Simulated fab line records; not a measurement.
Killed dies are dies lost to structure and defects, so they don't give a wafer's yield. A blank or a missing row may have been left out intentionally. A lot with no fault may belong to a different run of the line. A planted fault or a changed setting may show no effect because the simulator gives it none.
fab line records | flow sky130
record lots=5 wafers=15 last-day=50
route steps=708 shown FIELD_ISO@6 PAD_OPEN@708
lots with no fault: from the same line, run without faults
start-h: hours from the record's first day to the start of the lot's first wafer shown | wait-h: how many hours have passed since the lot's step before this one | " repeats the value in the row above | L1.1+2: a single row standing in for several wafers | - no value, or no start given | * or withheld: withheld | < > ~ a bound
route shown NAME@n: a module of which the file shows steps, and the number in the route of the first | usual: average and standard deviation across the fault-free wafers | same: alike in all rows | chamber/n: place in a boat | sites: per-site readings | _std_site: the values' standard deviation | _edge_site: the outer-site mean with the inner-site mean subtracted | radius-mm: for every site, how far away it sits from the centre of the wafer | mask NAME#n: copy n | behind: the last tool/chamber to shape the wafer | hold: what put the lot on hold/how long, in hours/how the hold closed | device: transistor that didn't switch, given as n, p or np | end of line: at the end of the route, the tests of the same wafers | step lacking rows: just its recipe | killed: the dies lost at the first sort to structure and to defects; this is not the yield of the wafer | map: a wafer's dies, marking killed ones x, the rest . and places with no die _
set.NAME: the setting that was run; set.NAME@STEP: the one run at that earlier step | model.NAME: the simulator's own value behind a step, which no gauge read
lots at some steps of the route; a table a step, a row a wafer
services: a tool's chamber out of use, with start hour (start-h, from the record's first day; less than 0 if before it), hours out, and reason
## steps
# step SKY_FIELD_ISO_DEHYDRATE_05
# recipe temp-c=200 time-s=60
# step SKY_FIELD_ISO_HMDS_06
# recipe prime-time-s=60 prime-temp-c=120
# step SKY_FIELD_ISO_COAT_07
# recipe resist=BARC temp-c=withheld time-s=withheld spin-rpm=3000 resist-thk-nm=60
# step SKY_FIELD_ISO_COAT_08
# recipe resist=KrF-thick spin-rpm=3000 resist-thk-nm=450
# step SKY_FIELD_ISO_SOFTBAKE_09
# recipe temp-c=100 time-s=90 resist=KrF-thick
# step SKY_FIELD_ISO_EXPOSE_10
# recipe mask-id=FOM na=0.68 source-shape=annular sigma-inner=0.4 sigma-outer=0.8 target-cd-nm=150 dose-mj=28
# step SKY_FIELD_ISO_PEB_11
# recipe peb-temp-c=withheld peb-time-s=withheld resist=KrF-thick
# step SKY_FIELD_ISO_DEVELOP_12
# recipe develop-time-s=60 resist=KrF-thick dev-temp-c=21
# step SKY_FIELD_ISO_CD_MEAS_13
# recipe target-cd-nm=150
# usual cd-nm=150.3/1.7
# columns lot.wafer tool chamber start-h wait-h cd-nm
L652.2 cd-sem-01 - 50.77 - 150.3
L652.3 " - " " 151.6
L652.5 " - " " 150.6
L657.2 cd-sem-02 - 77.80 - 150.5
L657.3 " - " " 151.3
L657.4 " - " " 150.6
L661.1 cd-sem-01 - 105.22 - 150.1
L661.3 " - " " 150.2
L661.4 " - " " 149.4
L668.2 cd-sem-02 - 132.34 - 154.6
L668.3 " - " " 154.6
L668.6 " - " " 154.1
L671.2 cd-sem-02 - 147.31 - 148.5
L671.3 " - " " 149.6
L671.5 " - " " 148.2
# step SKY_FIELD_ISO_ETCH_14
# recipe chemistry=N2/H2 target=BARC ion-energy-ev=200 source-w=500 bias-w=100 pressure-mtorr=30 n2-flow-sccm=100 h2-flow-sccm=200 stop-on=SiO2 time-s=45.9 target-depth-a=600
# usual drypump-motor-current-A=5.6/0.36 oes-product-au=0.855/0.0047 throttle-valve-pct=13.225/0.0095
# columns lot.wafer tool chamber start-h wait-h drypump-motor-current-A oes-product-au rf-hours-counter-h throttle-valve-pct
L652.2 rie-diel-04 0 50.87 0.1 5.8 0.859 163 13.233
L652.3 " 2 " " 5.5 0.861 133 13.221
L652.5 " 2 " " 5.6 0.854 - 13.235
L657.2 rie-diel-02 2 77.90 0.1 5.2 0.855 72 13.220
L657.3 " 0 " " 5.6 0.863 11 13.217
L657.4 " 1 " " 5.7 0.859 3 13.214
L661.1 rie-diel-03 1 105.34 0.1 6.0 0.853 158 13.225
L661.3 " 2 " " 5.0 0.859 5 13.235
L661.4 " 2 " " 5.0 0.851 - 13.231
L668.2 rie-diel-03 1 132.44 0.1 5.9 0.853 159 13.218
L668.3 " 2 " " 5.0 0.848 6 13.233
L668.6 " 3 " " 6.2 0.864 - 13.234
L671.2 rie-diel-02 3 147.41 0.1 5.2 0.851 71 13.236
L671.3 " 0 " " 5.6 0.857 12 13.237
L671.5 " 2 " " 5.2 0.852 - 13.235
# step SKY_FIELD_ISO_ETCH_15
# recipe chemistry=CHF3/O2 target-depth-nm=180 stop-on=Si source-w=600 bias-w=200 pressure-mtorr=40 chf3-flow-sccm=50 O2_flow_sccm=5 time-s=72
# usual drypump-motor-current-A=5.6/0.37 oes-product-au=0.952/0.0069 throttle-valve-pct=8.848/0.0086
# columns lot.wafer tool chamber start-h wait-h drypump-motor-current-A oes-product-au rf-hours-counter-h throttle-valve-pct
L652.2 rie-diel-04 0 50.91 0.0 5.7 0.956 163 8.846
L652.3 " 2 " " 5.5 0.952 133 8.838
L652.5 " 2 " " 5.6 0.951 - 8.845
L657.2 rie-diel-02 2 77.94 0.0 5.2 0.952 72 8.854
L657.3 " 0 " " 5.6 0.952 11 8.836
L657.4 " 1 " " 5.7 0.947 3 8.843
L661.1 rie-diel-03 1 105.38 0.0 5.9 0.956 158 8.858
L661.3 " 2 " " 5.0 0.966 5 8.854
L661.4 " 2 " " 5.0 0.964 - 8.844
L668.2 rie-diel-03 1 132.48 0.0 5.9 0.956 159 8.852
L668.3 " 2 " " 5.0 0.955 6 8.853
L668.6 " 3 " " 6.3 0.951 - 8.857
L671.2 rie-diel-02 3 147.46 0.0 5.1 0.959 71 8.833
L671.3 " 0 " " 5.6 0.952 12 8.862
L671.5 " 2 " " 5.2 0.955 - 8.842
# step SKY_FIELD_ISO_STRIP_16
# recipe chemistry=O2/N2 power-w=1400 pressure-mtorr=1500 platen-temp-c=withheld o2-flow-sccm=3000 n2-flow-sccm=300 overash-fraction=0.5
# usual drypump-motor-current-A=5.66/0.22 oes-product-au=0.378/0.0047 strip-time-to-endpoint-s=3.54/0.041
# columns lot.wafer tool chamber start-h wait-h drypump-motor-current-A oes-product-au rf-hours-counter-h strip-time-to-endpoint-s
L652.2 plasma-asher-03 1 50.96 0.0 5.64 0.374 38 3.50
L652.3 " 0 " " 6.01 0.380 - 3.48
L652.5 " 0 " " 6.01 0.374 - 3.50
L657.2 plasma-asher-02 0 78.00 0.0 5.35 0.388 37 3.56
L657.3 " 0 " " 5.35 0.375 - 3.58
L657.4 " 1 " " 5.45 0.381 - 3.49
L661.1 plasma-asher-02 0 105.44 0.0 5.36 0.385 40 3.51
L661.3 " 0 " " 5.36 0.370 - 3.48
L661.4 " 1 " " 5.50 0.378 - 3.50
L668.2 plasma-asher-01 0 132.54 0.0 5.73 0.378 33 3.52
L668.3 " 0 " " 5.73 0.382 - 3.52
L668.6 " 0 " " 5.71 0.375 - 3.46
L671.2 plasma-asher-01 0 147.51 0.0 5.71 0.371 35 3.64
L671.3 " 1 " " 5.87 0.378 - 3.61
L671.5 " 0 " " 5.74 0.384 - 3.55
# step SKY_FIELD_ISO_ETCH_17
# recipe target-depth-a=3420 mask-material=Si3N4 chemistry=HBr/Cl2/O2 target=Si taper-deg=5 icp-w=600 bias-w=150 pressure-mtorr=15 HBr_flow_sccm=150 Cl2_flow_sccm=40 O2_flow_sccm=6 time-s=97.7
# usual drypump-motor-current-A=5.50/0.29 oes-product-au=1.004/0.014 throttle-valve-pct=25.652/0.014
# columns lot.wafer tool chamber start-h wait-h drypump-motor-current-A oes-product-au rf-hours-counter-h throttle-valve-pct model.FIELD_ISO.feature-depth-nm model.etch.depth-nm model.Si3N4_of_FIELD_ISO_CVD_03.thk-nm
L652.2 rie-si-01 1 51.06 0.1 5.70 0.997 92 25.661 342.6 342.6 150.6
L652.3 " 0 " " 5.44 1.033 56 25.652 354.7 354.7 152.2
L652.5 " 1 " " 5.69 0.992 - 25.662 339.8 339.8 151.8
L657.2 rie-si-01 3 78.10 0.1 5.85 1.003 2 25.653 343.2 343.2 150.9
L657.3 " 2 " " 5.41 1.023 144 25.635 351.8 351.8 150.3
L657.4 " 0 " " 5.43 1.022 56 25.644 355.2 355.2 150.3
L661.1 rie-si-01 1 105.54 0.1 5.71 1.001 92 25.653 343.2 343.2 153.3
L661.3 " 2 " " 5.44 1.009 144 25.654 347.1 347.1 153.5
L661.4 " 0 " " 5.44 0.901 56 25.739 289.3 289.3 156.3
L668.2 rie-si-02 0 132.64 0.1 5.43 1.021 9 25.633 354.6 354.6 151.6
L668.3 " 1 " " 5.09 1.002 54 25.644 341.4 341.4 151.4
L668.6 " 3 " " 5.09 0.967 - 25.677 323.5 323.5 153.1
L671.2 rie-si-02 1 147.61 0.1 5.07 1.007 54 25.635 345.9 345.9 152.1
L671.3 " 2 " " 5.98 0.995 3 25.660 342.1 342.1 152.5
L671.5 " 1 " " 5.08 0.994 - 25.635 340 340 152
# step SKY_FIELD_ISO_WET_ETCH_18
# recipe chemistry=H3PO4 target-depth-nm=25 temp-c=160 target=Si3N4 time-s=286
# step SKY_FIELD_ISO_CLEAN_19
# recipe chemistry=SC1/SC2 mix=1:4:20 temp-c=70 time-s=150
# step SKY_FIELD_ISO_CLEAN_20
# recipe chemistry=dHF time-s=20 dilution=100:1
# step SKY_FIELD_ISO_WET_ETCH_21
# recipe chemistry=dHF dilution=100:1 target-depth-nm=20 dry=ipa-marangoni target=SiO2 temp-c=25 time-s=400
# step SKY_FIELD_ISO_OXIDATION_22
# recipe temp-c=950 ambient=O2 stabilise-s=600 purge-s=300 target-thk-a=100 ox-time-s=623
# step SKY_FIELD_ISO_THK_MEAS_23
# recipe reads=SiO2_of_FIELD_ISO_OXIDATION_22
# usual FIELD_ISO_OXIDATION_01_THK=10.01/0.18
# columns lot.wafer tool chamber start-h wait-h FIELD_ISO_OXIDATION_01_THK[nm]
L652.2 film-metro-01 - 52.81 0.0 9.92
L652.3 " - " " 9.90
L652.5 " - " " 9.99
L657.2 film-metro-03 - 79.63 0.0 10.11
L657.3 " - " " 9.97
L657.4 " - " " 10.01
L661.1 film-metro-04 - 107.06 0.0 9.92
L661.3 " - " " 9.89
L661.4 " - " " 9.70
L668.2 film-metro-01 - 136.61 0.0 10.05
L668.3 " - " " 10.09
L668.6 " - " " 10.17
L671.2 film-metro-03 - 149.95 0.0 9.68
L671.3 " - " " 9.81
L671.5 " - " " 9.73
# step SKY_FIELD_ISO_CVD_24
# recipe material=SiO2 target-thk-nm=595 temp-c=650 sigma-open-frac=0.3 time-s=99.2 sih4-flow-sccm=60 pressure-mtorr=6
# step SKY_FIELD_ISO_THK_MEAS_25
# recipe reads=SiO2_of_FIELD_ISO_CVD_24
# usual FIELD_ISO_CVD_24_THK=594/5.9
# columns lot.wafer tool chamber start-h wait-h FIELD_ISO_CVD_24_THK[nm]
L652.2 film-metro-03 - 52.95 0.0 586
L652.3 " - " " 597
L652.5 " - " " 588
L657.2 film-metro-03 - 79.83 0.0 602
L657.3 " - " " 607
L657.4 " - " " 599
L661.1 film-metro-03 - 107.19 0.0 593
L661.3 " - " " 588
L661.4 " - " " 587
L668.2 film-metro-01 - 136.74 0.0 591
L668.3 " - " " 590
L668.6 " - " " 604
L671.2 film-metro-01 - 150.08 0.0 593
L671.3 " - " " 590
L671.5 " - " " 595
# step SKY_FIELD_ISO_ANNEAL_26
# recipe temp-c=1000 time-s=1800 ambient=N2
# step SKY_FIELD_ISO_CMP_27
# recipe stop-on=Si3N4 t-overpolish-s=16 down-force-psi=4 platen-rpm=60 target-thk-nm=457.8 pad-velocity-m-s=0.94248
# usual motor-current-A=11.7/1.4 overpolish-run-s=16.001/0.0085 retaining-ring-pressure-frac=1.000/0.005 time-to-endpoint-s=112/7
# same t-overpolish-s=16
# columns lot.wafer tool chamber start-h wait-h motor-current-A overpolish-run-s retaining-ring-pressure-frac time-to-endpoint-s
L652.3 cmp-01 0 55.19 0.7 11.1 15.985 1.001 102
L652.2 " 2 " " 11.8 16.015 0.992 110
L652.5 " 3 " " 13.7 15.995 0.996 104
L657.3 cmp-02 1 89.53 2.1 9.2 16.000 0.997 114
L657.4 " 2 " " 12.6 16.020 1.002 113
L657.2 " 3 " " 11.2 16.008 1.005 121
L661.4 cmp-02 1 109.31 0.0 9.6 16.004 0.996 109
L661.3 " 2 " " 13.4 16.002 1.000 110
L661.1 " 0 " " 11.7 16.008 0.997 123
L668.2 cmp-01 1 139.61 0.0 12.5 16.006 0.999 115
L668.3 " 0 " " 10.8 15.986 1.002 105
L668.6 " 2 " " 12.1 15.998 0.995 113
L671.3 cmp-02 1 152.75 0.1 9.3 16.003 1.006 109
L671.2 " 2 " " 12.7 16.006 0.997 107
L671.5 " 3 " " 11.7 16.008 1.003 114
# step SKY_FIELD_ISO_WET_ETCH_28
# recipe chemistry=dHF target-depth-nm=23.7 target=SiO2 dilution=10:1 temp-c=25 time-s=47
# usual bath-heat-duty-pct=6.2/0.72
# columns lot.wafer tool chamber start-h wait-h bath-heat-duty-pct model.Si3N4_of_FIELD_ISO_CVD_03.thk-nm
L652.2 wet-bench-04 0 55.44 0.1 6.8 120
L652.3 " 0 " " 6.6 121.6
L652.5 " 0 " " 6.2 121.3
L657.2 wet-bench-01 0 89.78 0.1 5.7 120.4
L657.3 " 0 " " 5.7 119.9
L657.4 " 0 " " 5.1 119.9
L661.1 wet-bench-04 0 109.61 0.1 8.2 123
L661.3 " 0 " " 6.3 123.1
L661.4 " 0 " " 6.6 126
L668.2 wet-bench-04 2 139.91 0.2 6.8 121.9
L668.3 " 2 " " 6.4 121.8
L668.6 " 2 " " 5.9 123.5
L671.2 wet-bench-02 0 152.95 0.1 5.5 121.1
L671.3 " 0 " " 6.6 121.5
L671.5 " 0 " " 5.9 121
# step SKY_FIELD_ISO_WET_ETCH_29
# recipe chemistry=H3PO4 target-depth-nm=160 target=Si3N4 temp-c=160 time-s=1825
# step SKY_PAD_OPEN_PROBE_99
# usual killed_at_M0_to_M3=44/7.7 killed_at_M4_up=3.0/1.9 killed-at-contacts=25/5.6 killed-at-front-end=15/4.6 killed-at-other=0.3/0.47 killed-dies=86/9.9 killed-open=47/7.4 killed-short=39/5.9
# same gross-dies=492 killed-at-back-side=0
# columns lot.wafer tool chamber start-h wait-h killed_at_M0_to_M3 killed_at_M4_up killed-at-contacts killed-at-front-end killed-at-other killed-dies killed-open killed-short model.etest.res_p_drift_20v.line-ohm-um model.etest.res_p_drift_20v.rs-ohm-sq model.etest.pfet_16v.r-on-ohm-um model.etest.res-iso-pwell.rs-ohm-sq model.etest.res-iso-pwell.line-ohm-um model.etest.res-nwell.line-ohm-um model.etest.res-nwell.rs-ohm-sq model.etest.pfet_16v.drive-ua-um
L652.2 prober-01 - 1110.29 0.1 52 1 19 16 0 88 44 44 1.076e+04 8872 1.521e+04 3097 1166 1130 970 242.5
L652.3 prober-01 - 1110.34 0.2 32 3 24 15 0 74 37 37 1.132e+04 9563 1.588e+04 3451 1318 1216 1028 238.4
L652.5 prober-01 - 1110.44 0.2 40 2 31 14 1 88 53 35 1.051e+04 8868 1.509e+04 3007 1139 1136 974.5 248
L657.2 prober-02 - 1144.01 0.1 42 2 19 13 1 77 45 32 1.086e+04 9030 1.547e+04 3328 1281 1070 920.1 247.4
L657.3 prober-02 - 1144.06 0.2 52 2 15 20 0 89 59 30 1.112e+04 9429 1.564e+04 3512 1339 1096 949.7 244.6
L657.4 prober-02 - 1144.11 0.2 40 3 14 15 1 73 41 32 1.128e+04 9547 1.573e+04 3608 1395 1116 949.9 241.2
L661.1 prober-02 - 1165.98 0.1 46 1 24 14 1 86 49 37 1.135e+04 9282 1.548e+04 3239 1228 1172 988.6 241
L661.3 prober-02 - 1166.08 0.2 44 3 18 19 1 85 48 37 1.127e+04 9478 1.566e+04 3297 1265 1185 986.5 238.8
L661.4 prober-02 - 1166.13 0.2 58 4 22 12 0 96 48 48 8933 7406 1.39e+04 2345 865.6 1005 830 251.9
L668.2 prober-02 - 1189.96 0.1 39 2 36 13 0 90 43 47 1.306e+04 1.097e+04 1.578e+04 3274 1251 1289 1066 238.6
L668.3 prober-02 - 1190.01 0.2 43 4 22 22 0 91 51 40 1.182e+04 9754 1.505e+04 2915 1082 1199 987.8 247.9
L668.6 prober-02 - 1190.16 0.2 36 5 27 12 1 81 38 43 1.084e+04 8994 1.455e+04 2645 1012 1141 948.4 248.2
L671.2 prober-01 - 1197.62 0.1 39 4 26 18 0 87 43 44 1.221e+04 1.019e+04 1.532e+04 3219 1241 1118 962.7 245.7
L671.3 prober-01 - 1197.67 0.2 46 1 16 20 1 84 41 43 1.207e+04 1.007e+04 1.523e+04 3145 1174 1128 960.3 246.3
L671.5 prober-01 - 1197.77 0.2 37 3 16 19 0 75 39 36 1.182e+04 9878 1.518e+04 3093 1181 1107 950.4 243.9
# killed by level:class
L652.2 VIA1:geometric-particle:open=10 VIA3:geometric-particle:open=8 VIA3:geometric-particle:short=7 VIA2:geometric-particle:open=7 CONTACT:geometric-particle:open=6 VIA1:geometric-particle:short=5 SONOS_ONO:geometric-particle:short=5 FIELD_ISO:geometric-particle:short=4
L652.3 CONTACT:geometric-particle:open=9 VIA1:geometric-particle:open=9 CONTACT:geometric-particle:short=7 FIELD_ISO:geometric-particle:short=5 LI_CONTACT:geometric-particle:open=5 METAL1:geometric-particle:short=5 VIA1:geometric-particle:short=4 VIA3:geometric-particle:open=4
L652.5 LI_CONTACT:geometric-particle:open=13 CONTACT:geometric-particle:open=8 VIA1:geometric-particle:open=8 VIA3:geometric-particle:open=8 POLY_GATE:geometric-particle:open=5 METAL1:geometric-particle:short=5 VIA2:geometric-particle:open=5 LI_CONTACT:geometric-particle:short=4
L657.2 VIA1:geometric-particle:open=14 METAL2:geometric-particle:short=6 CONTACT:geometric-particle:open=5 VIA3:geometric-particle:open=5 FIELD_ISO:geometric-particle:short=4 LI_CONTACT:geometric-particle:open=4 LOCAL_INTERCONNECT:geometric-particle:short=4 METAL1:geometric-particle:short=4
L657.3 VIA1:geometric-particle:open=15 FIELD_ISO:geometric-particle:open=12 VIA2:geometric-particle:open=8 VIA3:geometric-particle:open=8 LI_CONTACT:geometric-particle:open=5 METAL1:geometric-particle:short=5 VIA1:geometric-particle:short=5 METAL2:geometric-particle:short=5
L657.4 VIA1:geometric-particle:open=14 CONTACT:geometric-particle:open=7 FIELD_ISO:geometric-particle:open=4 POLY_GATE:geometric-particle:open=4 VIA3:geometric-particle:open=4 METAL2:geometric-particle:short=4 POLY_GATE:geometric-particle:short=3 LI_CONTACT:geometric-particle:open=3
L661.1 VIA1:geometric-particle:open=11 CONTACT:geometric-particle:open=11 METAL1:geometric-particle:short=7 METAL2:geometric-particle:short=7 LI_CONTACT:geometric-particle:open=6 VIA3:geometric-particle:open=6 FIELD_ISO:geometric-particle:short=5 METAL1:geometric-particle:open=4
L661.3 VIA3:geometric-particle:open=8 VIA1:geometric-particle:open=8 METAL2:geometric-particle:short=7 CONTACT:geometric-particle:open=6 POLY_GATE:geometric-particle:open=5 LI_CONTACT:geometric-particle:open=5 VIA2:geometric-particle:open=5 FIELD_ISO:geometric-particle:open=4
L661.4 VIA1:geometric-particle:open=14 METAL1:geometric-particle:short=12 VIA3:geometric-particle:open=8 LOCAL_INTERCONNECT:geometric-particle:short=7 VIA2:geometric-particle:open=7 CONTACT:geometric-particle:open=6 VIA1:geometric-particle:short=5 FIELD_ISO:geometric-particle:open=4
L668.2 CONTACT:geometric-particle:open=12 CONTACT:geometric-particle:short=9 VIA2:geometric-particle:open=7 LI_CONTACT:geometric-particle:open=6 VIA3:geometric-particle:open=6 FIELD_ISO:geometric-particle:short=5 LOCAL_INTERCONNECT:geometric-particle:short=5 VIA1:geometric-particle:open=5
L668.3 VIA1:geometric-particle:open=11 FIELD_ISO:geometric-particle:open=7 VIA2:geometric-particle:open=7 CONTACT:geometric-particle:open=6 LI_CONTACT:geometric-particle:open=6 POLY_GATE:geometric-particle:open=5 CONTACT:geometric-particle:short=5 VIA3:geometric-particle:open=5
L668.6 CONTACT:geometric-particle:open=9 METAL1:geometric-particle:short=6 LI_CONTACT:geometric-particle:open=5 CONTACT:geometric-particle:short=5 VIA2:geometric-particle:open=5 METAL4:geometric-particle:short=5 VIA3:geometric-particle:open=4 LI_CONTACT:geometric-particle:short=4
L671.2 VIA1:geometric-particle:open=11 LI_CONTACT:geometric-particle:open=9 FIELD_ISO:geometric-particle:short=8 CONTACT:geometric-particle:open=6 VIA1:geometric-particle:short=6 POLY_GATE:geometric-particle:open=5 VIA3:geometric-particle:open=5 LI_CONTACT:geometric-particle:short=5
L671.3 VIA1:geometric-particle:open=12 POLY_GATE:geometric-particle:short=7 VIA3:geometric-particle:open=7 FIELD_ISO:geometric-particle:short=5 CONTACT:geometric-particle:open=5 VIA2:geometric-particle:open=5 LI_CONTACT:geometric-particle:short=4 VIA1:geometric-particle:short=4
L671.5 METAL2:geometric-particle:short=7 VIA2:geometric-particle:open=7 LI_CONTACT:geometric-particle:open=6 POLY_GATE:geometric-particle:open=5 POLY_GATE:geometric-particle:short=5 VIA1:geometric-particle:open=5 VIA3:geometric-particle:open=5 CONTACT:geometric-particle:open=4
## services
# columns tool chamber start-h hours kind
rie-diel-04 2 37.71 7.1 repair
rie-diel-04 1 41.88 1.2 repair
rie-si-01 3 44.51 15.3 repair
rie-diel-02 2 48.47 3.7 repair
cmp-02 - 49.32 6.2 pm
plasma-asher-01 - 63.65 2.8 pm
cmp-02 - 64.00 4.0 pm
cmp-02 - 67.73 6.8 repair
rie-diel-04 0 73.95 13.6 repair
plasma-asher-03 - 76.59 3.0 repair
wet-bench-01 - 78.31 1.2 repair
wet-bench-04 - 80.42 11.8 repair
plasma-asher-03 - 81.00 9.2 repair
cmp-01 - 85.34 11.7 pm
rie-diel-03 0 89.07 87.4 repair
cmp-02 - 95.76 0.7 repair
cmp-02 - 100.40 0.9 repair
rie-diel-03 1 108.99 6.6 repair
rie-diel-04 1 109.54 7.2 repair
rie-si-01 - 140.20 2.8 pm
cmp-02 - 142.73 4.1 repair
cmp-01 - 146.04 1.8 repair
cmp-01 - 147.52 0.5 repair
rie-diel-04 - 149.22 0.2 repair
## key
first-sign step=SKY_FIELD_ISO_ETCH_17 reading=oes-product-au direction=down sigmas=7.3 usual=1.004 struck=0.901
effect step=SKY_FIELD_ISO_ETCH_17 reading=throttle-valve-pct direction=up sigmas=6.4 usual=25.652 struck=25.739
model-effect step=SKY_FIELD_ISO_ETCH_17 value=FIELD_ISO.feature-depth-nm without=348.5 struck=289.3
model-effect step=SKY_FIELD_ISO_WET_ETCH_28 value=Si3N4_of_FIELD_ISO_CVD_03.thk-nm without=123.4 struck=126
model-effect step=SKY_PAD_OPEN_PROBE_99 value=etest.res_p_drift_20v.line-ohm-um without=1.14e+04 struck=8933
met-at SKY_FIELD_ISO_ETCH_17
struck-wafers L661.4
tester-left-out L661
onset-between 78.10 105.54
fault kind=process-parameter-drift tool=rie-si-01 chamber=0 onset-h=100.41 steps=SKY_FIELD_ISO_ETCH_17 channel=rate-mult offset=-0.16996 shape=step end-h=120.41
# tester-left-out: of these lots the tester's yield and bins aren't shown, on N5 and GAA mostly nor the transistor test; their killed dies are dies lost to structure and defects alone, not to doping, threshold or leakage, so they don't give the yield
